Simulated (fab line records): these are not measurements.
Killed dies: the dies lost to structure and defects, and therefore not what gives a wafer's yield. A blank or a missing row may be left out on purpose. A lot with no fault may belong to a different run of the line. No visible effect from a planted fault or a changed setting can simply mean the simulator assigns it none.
fab line records | flow sfq-line
[record] lots = 7 | wafers = 19 | last-day = 85
route steps=325 shown R5@212
lots untouched by any fault: they come from a run of this same line in which no faults occurred
start-h: the number of hours between the record's first day and the start of the first shown wafer of the lot | wait-h: hours since the lot's step before | " repeats the value in the row above | L1.1+2: a row that stands for several wafers | - either no value or no given start | * or withheld: withheld | < > ~ a bound
route shown NAME@n: a module of which the file shows steps, and the number in the route of the first | usual: average and standard deviation across the fault-free wafers | same: alike in all rows | chamber/n: place in a boat | sites: readings site by site | _std_site: how widely they spread, as a standard deviation | _edge_site: inner sites' mean taken away from outer sites' mean | radius-mm: for every site, how far away it sits from the centre of the wafer | mask NAME#n: copy n | behind: the last tool/chamber to shape the wafer | hold: cause of the lot's hold/its duration in hours/its outcome | device: transistor that didn't switch, given as n, p or np | end of line: the tests these same wafers got at the end of their route | a step given without rows: its recipe and nothing more | killed: dies lost to structure and defects at the first sort, not the wafer's yield | map: the dies of a wafer, with x for killed, . for not killed, _ for no die there
set.NAME: the run value of the setting; set.NAME@STEP: its run value at that earlier step | model.NAME: the simulator's own value behind a step, which no gauge read
lots seen at some steps along the route; tables by step, rows by wafer
services: from which hour (start-h, from the record's first day; less than 0 if before it) a tool's chamber was out of use, for how many hours, and why
[[steps]]
[step SFQ_TRILAYER_R5_DEP_SPUTTER_132]
[recipe] material = Ti | base-pressure-pa = 1.33e-06 | target-thk-nm = 5 | power-w = 2000 | time-s = 5 | chamber-pressure-pa = 0.4
[usual] base-pressure-pa = 1.34e-06/6.7e-08 | chamber-pressure-pa = 0.4000/0.00077 | throttle-valve-pct = 29.5/0.99
lot.wafer | tool           | chamber | start-h | wait-h | base-pressure-pa | chamber-pressure-pa | throttle-valve-pct
L126.4    | pvd-sputter-04 | -       | 1244.56 | 0.4    | 1.39e-06         | 0.3996              | 29.9
L126.5    | "              | -       | "       | "      | 1.38e-06         | 0.3994              | 29.8
L126.6    | "              | -       | "       | "      | 1.33e-06         | 0.3995              | 27.8
L133.2    | pvd-sputter-06 | -       | 1283.56 | 0.8    | 1.36e-06         | 0.3998              | 27.7
L133.3    | "              | -       | "       | "      | 1.38e-06         | 0.4008              | 30.2
L133.5    | "              | -       | "       | "      | 1.35e-06         | 0.4003              | 27.8
L138.1    | pvd-sputter-06 | -       | 1452.26 | 1.0    | 1.42e-06         | 0.3994              | 29.6
L138.5    | "              | -       | "       | "      | 1.32e-06         | 0.3996              | 27.5
L138.6    | "              | -       | "       | "      | 1.39e-06         | 0.4002              | 29.6
L139.1    | pvd-sputter-03 | -       | 1461.26 | 1.0    | 1.31e-06         | 0.3994              | 28.5
L139.6    | "              | -       | "       | "      | 1.21e-06         | 0.3998              | 30.5
L141.3    | pvd-sputter-03 | -       | 1468.35 | 0.6    | 1.33e-06         | 0.3999              | 30.5
L141.5    | "              | -       | "       | "      | 1.59e-06         | 0.3992              | 29.1
L142.1    | pvd-sputter-04 | -       | 1470.26 | 1.0    | 1.34e-06         | 0.3996              | 29.6
L142.4    | "              | -       | "       | "      | 1.26e-06         | 0.3982              | 29.5
L142.6    | "              | -       | "       | "      | 1.32e-06         | 0.3995              | 30.0
L148.1    | pvd-sputter-04 | -       | 1491.26 | 1.0    | 1.3e-06          | 0.4002              | 29.5
L148.3    | "              | -       | "       | "      | 1.4e-06          | 0.4001              | 27.7
L148.6    | "              | -       | "       | "      | 1.39e-06         | 0.4019              | 27.8
[step SFQ_TRILAYER_R5_DEP_SPUTTER_133]
[recipe] material = MoNx | base-pressure-pa = 1.33e-06 | target-thk-nm = 40 | power-w = 1000 | time-s = 66.7 | chamber-pressure-pa = 0.4
[usual] base-pressure-pa = 1.33e-06/7.7e-08 | chamber-pressure-pa = 0.4000/0.00089 | throttle-valve-pct = 29.5/1
lot.wafer | tool           | chamber | start-h | wait-h | base-pressure-pa | chamber-pressure-pa | throttle-valve-pct
L126.4    | pvd-sputter-04 | -       | 1244.58 | 0.0    | 1.2e-06          | 0.3997              | 29.7
L126.5    | "              | -       | "       | "      | 1.44e-06         | 0.4011              | 29.9
L126.6    | "              | -       | "       | "      | 1.32e-06         | 0.3995              | 27.7
L133.2    | pvd-sputter-06 | -       | 1283.58 | 0.0    | 1.4e-06          | 0.4010              | 28.0
L133.3    | "              | -       | "       | "      | 1.35e-06         | 0.3995              | 29.7
L133.5    | "              | -       | "       | "      | 1.39e-06         | 0.4009              | 27.5
L138.1    | pvd-sputter-06 | -       | 1452.27 | 0.0    | 1.21e-06         | 0.3992              | 29.3
L138.5    | "              | -       | "       | "      | 1.42e-06         | 0.4006              | 27.6
L138.6    | "              | -       | "       | "      | 1.16e-06         | 0.4014              | 29.7
L139.1    | pvd-sputter-03 | -       | 1461.27 | 0.0    | 1.39e-06         | 0.3991              | 29.0
L139.6    | "              | -       | "       | "      | 1.43e-06         | 0.3993              | 30.6
L141.3    | pvd-sputter-03 | -       | 1468.37 | 0.0    | 1.3e-06          | 0.3995              | 30.5
L141.5    | "              | -       | "       | "      | 1.42e-06         | 0.3999              | 29.0
L142.1    | pvd-sputter-04 | -       | 1470.27 | 0.0    | 1.43e-06         | 0.4001              | 29.9
L142.4    | "              | -       | "       | "      | 1.49e-06         | 0.4001              | 29.7
L142.6    | "              | -       | "       | "      | 1.36e-06         | 0.4003              | 29.6
L148.1    | pvd-sputter-04 | -       | 1491.27 | 0.0    | 1.29e-06         | 0.4008              | 29.7
L148.3    | "              | -       | "       | "      | 1.25e-06         | 0.4005              | 27.6
L148.6    | "              | -       | "       | "      | 1.36e-06         | 0.4009              | 27.6
[step SFQ_TRILAYER_R5_DEP_SPUTTER_134]
[recipe] material = Ti | base-pressure-pa = 1.33e-06 | target-thk-nm = 5 | power-w = 2000 | time-s = 5 | chamber-pressure-pa = 0.4
[usual] base-pressure-pa = 1.33e-06/7.9e-08 | chamber-pressure-pa = 0.4000/0.00082 | throttle-valve-pct = 29.5/0.99
lot.wafer | tool           | chamber | start-h | wait-h | base-pressure-pa | chamber-pressure-pa | throttle-valve-pct
L126.4    | pvd-sputter-04 | -       | 1244.64 | 0.0    | 1.37e-06         | 0.3996              | 29.9
L126.5    | "              | -       | "       | "      | 1.22e-06         | 0.3995              | 29.7
L126.6    | "              | -       | "       | "      | 1.46e-06         | 0.4008              | 27.6
L133.2    | pvd-sputter-06 | -       | 1283.64 | 0.0    | 1.4e-06          | 0.3998              | 27.9
L133.3    | "              | -       | "       | "      | 1.29e-06         | 0.3990              | 30.2
L133.5    | "              | -       | "       | "      | 1.34e-06         | 0.3991              | 27.8
L138.1    | pvd-sputter-06 | -       | 1452.33 | 0.0    | 1.36e-06         | 0.4001              | 29.0
L138.5    | "              | -       | "       | "      | 1.31e-06         | 0.4013              | 27.6
L138.6    | "              | -       | "       | "      | 1.24e-06         | 0.3999              | 29.5
L139.1    | pvd-sputter-03 | -       | 1461.33 | 0.0    | 1.41e-06         | 0.3998              | 28.7
L139.6    | "              | -       | "       | "      | 1.39e-06         | 0.4008              | 30.3
L141.3    | pvd-sputter-03 | -       | 1468.42 | 0.0    | 1.37e-06         | 0.3995              | 30.5
L141.5    | "              | -       | "       | "      | 1.36e-06         | 0.3998              | 29.1
L142.1    | pvd-sputter-04 | -       | 1470.33 | 0.0    | 1.28e-06         | 0.4010              | 30.1
L142.4    | "              | -       | "       | "      | 1.38e-06         | 0.3986              | 29.8
L142.6    | "              | -       | "       | "      | 1.18e-06         | 0.4001              | 29.7
L148.1    | pvd-sputter-04 | -       | 1491.33 | 0.0    | 1.3e-06          | 0.4009              | 30.0
L148.3    | "              | -       | "       | "      | 1.38e-06         | 0.4018              | 27.8
L148.6    | "              | -       | "       | "      | 1.35e-06         | 0.4015              | 27.8
[step SFQ_R5_RS_MEAS_933]
[recipe] thk-meas-gauge = four-point-probe | reads = Ti_of_TRILAYER_R5_DEP_SPUTTER_134+MoNx_of_TRILAYER_R5_DEP_SPUTTER_133+Ti_of_TRILAYER_R5_DEP_SPUTTER_132
[usual] R5_MONX_RS = 7.05/0.082
lot.wafer | tool          | chamber | start-h | wait-h | R5_MONX_RS[ohm/sq]
L126.4    | film-metro-02 | -       | 1244.72 | 0.1    | 7.13
L126.5    | "             | -       | "       | "      | 7.13
L126.6    | "             | -       | "       | "      | 7.14
L133.2    | film-metro-02 | -       | 1283.68 | 0.0    | 7.06
L133.3    | "             | -       | "       | "      | 6.89
L133.5    | "             | -       | "       | "      | 7.05
L138.1    | film-metro-02 | -       | 1452.35 | 0.0    | 6.84
L138.5    | "             | -       | "       | "      | 7.04
L138.6    | "             | -       | "       | "      | 6.92
L139.1    | film-metro-03 | -       | 1461.35 | 0.0    | 6.96
L139.6    | "             | -       | "       | "      | 6.97
L141.3    | film-metro-01 | -       | 1468.48 | 0.0    | 7.12
L141.5    | "             | -       | "       | "      | 7.19
L142.1    | film-metro-02 | -       | 1470.35 | 0.0    | 7.05
L142.4    | "             | -       | "       | "      | 7.05
L142.6    | "             | -       | "       | "      | 7.04
L148.1    | film-metro-01 | -       | 1491.35 | 0.0    | 7.01
L148.3    | "             | -       | "       | "      | 7.00
L148.6    | "             | -       | "       | "      | 6.97
[step SFQ_R5_THK_MEAS_934]
[recipe] thk-meas-gauge = xrf | reads = MoNx_of_TRILAYER_R5_DEP_SPUTTER_133
[usual] R5_MONX_THK = 40.1/0.54
lot.wafer | tool          | chamber | start-h | wait-h | R5_MONX_THK[nm]
L126.4    | film-metro-02 | -       | 1244.81 | 0.1    | 39.2
L126.5    | "             | -       | "       | "      | 39.5
L126.6    | "             | -       | "       | "      | 39.4
L133.2    | film-metro-02 | -       | 1283.79 | 0.1    | 39.9
L133.3    | "             | -       | "       | "      | 41.4
L133.5    | "             | -       | "       | "      | 40.1
L138.1    | film-metro-02 | -       | 1452.47 | 0.1    | 41.4
L138.5    | "             | -       | "       | "      | 40.3
L138.6    | "             | -       | "       | "      | 40.8
L139.1    | film-metro-03 | -       | 1461.47 | 0.1    | 40.4
L139.6    | "             | -       | "       | "      | 40.4
L141.3    | film-metro-01 | -       | 1468.58 | 0.1    | 39.8
L141.5    | "             | -       | "       | "      | 39.3
L142.1    | film-metro-02 | -       | 1470.47 | 0.1    | 40.4
L142.4    | "             | -       | "       | "      | 40.1
L142.6    | "             | -       | "       | "      | 40.1
L148.1    | film-metro-01 | -       | 1491.47 | 0.1    | 40.6
L148.3    | "             | -       | "       | "      | 40.8
L148.6    | "             | -       | "       | "      | 40.7
[step SFQ_TRILAYER_R5_LITHO_COAT_141]
[recipe] resist = BARC | spin-rpm = 3000 | resist-thk-nm = 62
[step SFQ_TRILAYER_R5_LITHO_COAT_136]
[recipe] resist = KrF | spin-rpm = 3000 | resist-thk-nm = 600
[step SFQ_TRILAYER_R5_LITHO_SOFTBAKE_140]
[recipe] temp-c = withheld | time-s = withheld | resist = KrF
[step SFQ_TRILAYER_R5_LITHO_EXPOSE_137]
[recipe] mask-id = R5 | na = 0.6 | source-shape = conventional | sigma-outer = 0.65 | target-cd-nm = 500 | dose-mj = 14.4
[step SFQ_TRILAYER_R5_LITHO_PEB_139]
[recipe] peb-temp-c = 115 | peb-time-s = 60 | resist = KrF
[step SFQ_TRILAYER_R5_LITHO_DEVELOP_138]
[recipe] time-s = 60 | resist = KrF
[step SFQ_R5_OVL_MEAS_935]
[usual] R5_OVL = 2/5.5
lot.wafer | tool       | chamber | start-h | wait-h | R5_OVL[nm]
L126.4    | overlay-01 | -       | 1368.22 | 0.1    | 2
L126.5    | "          | -       | "       | "      | 0
L126.6    | "          | -       | "       | "      | 7
L133.2    | overlay-01 | -       | 1397.18 | 0.1    | 7
L133.3    | "          | -       | "       | "      | 3
L133.5    | "          | -       | "       | "      | -1
L138.1    | overlay-02 | -       | 1454.78 | 0.1    | 9
L138.5    | "          | -       | "       | "      | 4
L138.6    | "          | -       | "       | "      | 2
L139.1    | overlay-02 | -       | 1463.90 | 0.1    | 1
L139.6    | "          | -       | "       | "      | 4
L141.3    | overlay-02 | -       | 1470.99 | 0.1    | 3
L141.5    | "          | -       | "       | "      | 9
L142.1    | overlay-01 | -       | 1472.78 | 0.1    | -14
L142.4    | "          | -       | "       | "      | 1
L142.6    | "          | -       | "       | "      | -2
L148.1    | overlay-01 | -       | 1496.43 | 0.1    | -7
L148.3    | "          | -       | "       | "      | 0
L148.6    | "          | -       | "       | "      | -8
[step SFQ_TRILAYER_R5_BARC_OPEN_METAL_ETCH_177]
[recipe] mask-material = PR | chemistry = O2 | target-depth-nm = 125 | target = BARC | icp-w = 600 | bias-w = 80 | pressure-mtorr = 10 | time-s = 41.7
[usual] drypump-motor-current-A = 6.1/0.45 | oes-product-au = 0.685/0.0046 | run-length-s = 70.1/0.32
lot.wafer | tool         | chamber | start-h | wait-h | drypump-motor-current-A | oes-product-au | rf-hours-counter-h | run-length-s | model.KrF_of_TRILAYER_R5_LITHO_COAT_136.thk-nm
L126.4    | rie-metal-02 | 1       | 1368.26 | 0.0    | 6.2                     | 0.680          | -                  | 70.8         | 523.8
L126.5    | "            | 0       | "       | "      | 5.4                     | 0.682          | -                  | 70.0         | 526.4
L126.6    | "            | 1       | "       | "      | 6.2                     | 0.686          | -                  | 71.1         | 523.6
L133.2    | rie-metal-03 | 1       | 1397.21 | 0.0    | 6.6                     | 0.682          | 117                | 69.5         | 524.6
L133.3    | "            | 0       | "       | "      | 6.2                     | 0.692          | -                  | 70.0         | 523.2
L133.5    | "            | 0       | "       | "      | 6.2                     | 0.685          | -                  | 70.0         | 524.9
L138.1    | rie-metal-03 | 1       | 1454.81 | 0.0    | 6.6                     | 0.649          | 124                | 76.0         | 517.3
L138.5    | "            | 1       | "       | "      | 6.6                     | 0.655          | -                  | 76.0         | 517.1
L138.6    | "            | 0       | "       | "      | 6.2                     | 0.686          | -                  | 70.0         | 524.4
L139.1    | rie-metal-03 | 0       | 1463.94 | 0.0    | 6.2                     | 0.645          | 36                 | 76.3         | 512.5
L139.6    | "            | 1       | "       | "      | 6.6                     | 0.682          | -                  | 69.6         | 521.4
L141.3    | rie-metal-03 | 0       | 1471.03 | 0.0    | 6.2                     | 0.679          | -                  | 70.0         | 520.6
L141.5    | "            | 1       | "       | "      | 6.6                     | 0.654          | -                  | 76.3         | 511.7
L142.1    | rie-metal-02 | 1       | 1472.81 | 0.0    | 6.2                     | 0.685          | 113                | 70.6         | 524.2
L142.4    | "            | 1       | "       | "      | 6.2                     | 0.687          | -                  | 70.2         | 522.7
L142.6    | "            | 0       | "       | "      | 5.4                     | 0.677          | -                  | 69.9         | 521.5
L148.1    | rie-metal-02 | 0       | 1496.46 | 0.0    | 5.4                     | 0.686          | 95                 | 69.8         | 522.9
L148.3    | "            | 0       | "       | "      | 5.4                     | 0.684          | -                  | 70.1         | 520.9
L148.6    | "            | 0       | "       | "      | 5.4                     | 0.679          | -                  | 69.8         | 521.3
[step SFQ_TRILAYER_R5_ETCH_METAL_ETCH_139]
[recipe] stop-on = SiO2 | mask-material = PR | chemistry = Cl2 | target-depth-nm = 60 | icp-w = 600 | bias-w = 80 | pressure-mtorr = 10 | time-s = 40
[usual] drypump-motor-current-A = 6.1/0.45 | oes-product-au = 0.992/0.0056 | run-length-s = 68.4/0.33
lot.wafer | tool         | chamber | start-h | wait-h | drypump-motor-current-A | oes-product-au | rf-hours-counter-h | run-length-s | model.KrF_of_TRILAYER_R5_LITHO_COAT_136.thk-nm
L126.4    | rie-metal-02 | 1       | 1368.32 | 0.0    | 6.2                     | 0.996          | -                  | 69.0         | 499.2
L126.5    | "            | 0       | "       | "      | 5.4                     | 0.987          | -                  | 68.6         | 502.2
L126.6    | "            | 1       | "       | "      | 6.2                     | 0.991          | -                  | 69.2         | 498.8
L133.2    | rie-metal-03 | 1       | 1397.27 | 0.0    | 6.5                     | 0.999          | 117                | 68.0         | 500.5
L133.3    | "            | 0       | "       | "      | 6.2                     | 0.994          | -                  | 68.5         | 498.7
L133.5    | "            | 0       | "       | "      | 6.2                     | 0.994          | -                  | 68.7         | 500.7
L138.1    | rie-metal-03 | 1       | 1454.87 | 0.0    | 6.6                     | 0.986          | 124                | 68.5         | 493.4
L138.5    | "            | 1       | "       | "      | 6.6                     | 0.990          | -                  | 67.9         | 493.1
L138.6    | "            | 0       | "       | "      | 6.2                     | 0.998          | -                  | 68.8         | 500.4
L139.1    | rie-metal-03 | 0       | 1464.00 | 0.0    | 6.2                     | 0.983          | 36                 | 68.6         | 488.3
L139.6    | "            | 1       | "       | "      | 6.5                     | 0.988          | -                  | 68.3         | 497.5
L141.3    | rie-metal-03 | 0       | 1471.09 | 0.0    | 6.2                     | 0.993          | -                  | 68.5         | 496.4
L141.5    | "            | 1       | "       | "      | 6.6                     | 0.992          | -                  | 67.8         | 487.7
L142.1    | rie-metal-02 | 1       | 1472.87 | 0.0    | 6.2                     | 1.000          | 113                | 68.7         | 499.4
L142.4    | "            | 1       | "       | "      | 6.2                     | 0.992          | -                  | 68.5         | 498.2
L142.6    | "            | 0       | "       | "      | 5.4                     | 0.990          | -                  | 68.1         | 497.2
L148.1    | rie-metal-02 | 0       | 1496.52 | 0.0    | 5.5                     | 1.000          | 95                 | 68.4         | 498.6
L148.3    | "            | 0       | "       | "      | 5.5                     | 0.989          | -                  | 68.4         | 496.5
L148.6    | "            | 0       | "       | "      | 5.4                     | 0.988          | -                  | 68.1         | 497
[step SFQ_TRILAYER_R5_STRIP_STRIP_140]
[recipe] gas = O2 | power-w = 200 | platen-temp-c = 40 | overash-fraction = 0.65 | chemistry = O2 | pressure-mtorr = 50
[usual] drypump-motor-current-A = 6.1/0.45 | oes-product-au = 1.005/0.0083
lot.wafer | tool         | chamber | start-h | wait-h | drypump-motor-current-A | oes-product-au | rf-hours-counter-h
L126.4    | rie-metal-02 | 1       | 1368.56 | 0.2    | 6.2                     | 1.010          | -
L126.5    | "            | 0       | "       | "      | 5.4                     | 1.011          | -
L126.6    | "            | 1       | "       | "      | 6.2                     | 1.014          | -
L133.2    | rie-metal-03 | 1       | 1397.33 | 0.0    | 6.6                     | 1.005          | 117
L133.3    | "            | 0       | "       | "      | 6.2                     | 1.011          | -
L133.5    | "            | 0       | "       | "      | 6.2                     | 1.018          | -
L138.1    | rie-metal-03 | 1       | 1454.93 | 0.0    | 6.6                     | 1.000          | 124
L138.5    | "            | 1       | "       | "      | 6.7                     | 0.992          | -
L138.6    | "            | 0       | "       | "      | 6.2                     | 1.009          | -
L139.1    | rie-metal-03 | 0       | 1464.06 | 0.0    | 6.2                     | 0.993          | 36
L139.6    | "            | 1       | "       | "      | 6.6                     | 0.989          | -
L141.3    | rie-metal-03 | 0       | 1471.33 | 0.2    | 6.2                     | 1.005          | -
L141.5    | "            | 1       | "       | "      | 6.6                     | 0.997          | -
L142.1    | rie-metal-02 | 1       | 1472.93 | 0.0    | 6.2                     | 1.014          | 113
L142.4    | "            | 1       | "       | "      | 6.2                     | 1.016          | -
L142.6    | "            | 0       | "       | "      | 5.4                     | 1.002          | -
L148.1    | rie-metal-02 | 0       | 1496.58 | 0.0    | 5.5                     | 1.020          | 95
L148.3    | "            | 0       | "       | "      | 5.4                     | 1.005          | -
L148.6    | "            | 0       | "       | "      | 5.4                     | 1.004          | -
[[services]]
tool           | chamber | start-h | hours | kind
pvd-sputter-06 | 0       | 1272.01 | -     | consumable-replace:kit
pvd-sputter-06 | 0       | 1272.01 | 18.0  | scheduled-down
pvd-sputter-06 | 0       | 1272.01 | 18.0  | vent-cycle
rie-metal-03   | 0       | 1335.98 | 4.6   | repair
pvd-sputter-04 | -       | 1346.02 | 1.8   | repair
pvd-sputter-03 | 1       | 1355.66 | -     | consumable-replace:kit
pvd-sputter-03 | 1       | 1355.66 | 18.0  | scheduled-down
pvd-sputter-03 | 1       | 1355.66 | 18.0  | vent-cycle
rie-metal-03   | -       | 1406.32 | 1.4   | pm
pvd-sputter-04 | 2       | 1439.35 | -     | consumable-replace:kit
pvd-sputter-04 | 2       | 1439.35 | 18.0  | scheduled-down
pvd-sputter-04 | 2       | 1439.35 | 18.0  | vent-cycle
pvd-sputter-06 | -       | 1475.38 | 2.7   | repair
pvd-sputter-04 | -       | 1479.61 | 0.5   | repair
[[key]]
[first-sign] step = SFQ_TRILAYER_R5_BARC_OPEN_METAL_ETCH_177 | reading = run-length-s | direction = up | sigmas = 19 | usual = * | struck = *
[effect] step = SFQ_TRILAYER_R5_BARC_OPEN_METAL_ETCH_177 | reading = oes-product-au | direction = down | sigmas = 7.4 | usual = 0.685 | struck = 0.651
[model-effect] step = SFQ_TRILAYER_R5_BARC_OPEN_METAL_ETCH_177 | value = KrF_of_TRILAYER_R5_LITHO_COAT_136.thk-nm | without = 522.3 | struck = 514.6
[model-effect] step = SFQ_TRILAYER_R5_ETCH_METAL_ETCH_139 | value = KrF_of_TRILAYER_R5_LITHO_COAT_136.thk-nm | without = 498.3 | struck = 490.6
met-at SFQ_TRILAYER_R5_BARC_OPEN_METAL_ETCH_177
struck-wafers L138.1,L138.5,L139.1,L141.5
onset-between 1397.21 1454.81
[fault] kind = process-parameter-drift | tool = rie-metal-03 | chamber = - | onset-h = 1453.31 | steps = SFQ_TRILAYER_R5_BARC_OPEN_METAL_ETCH_177 | channel = time-s | offset = * | shape = step | end-h = 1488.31 | scope = struck-wafers-only | acts-in = * | stated = *
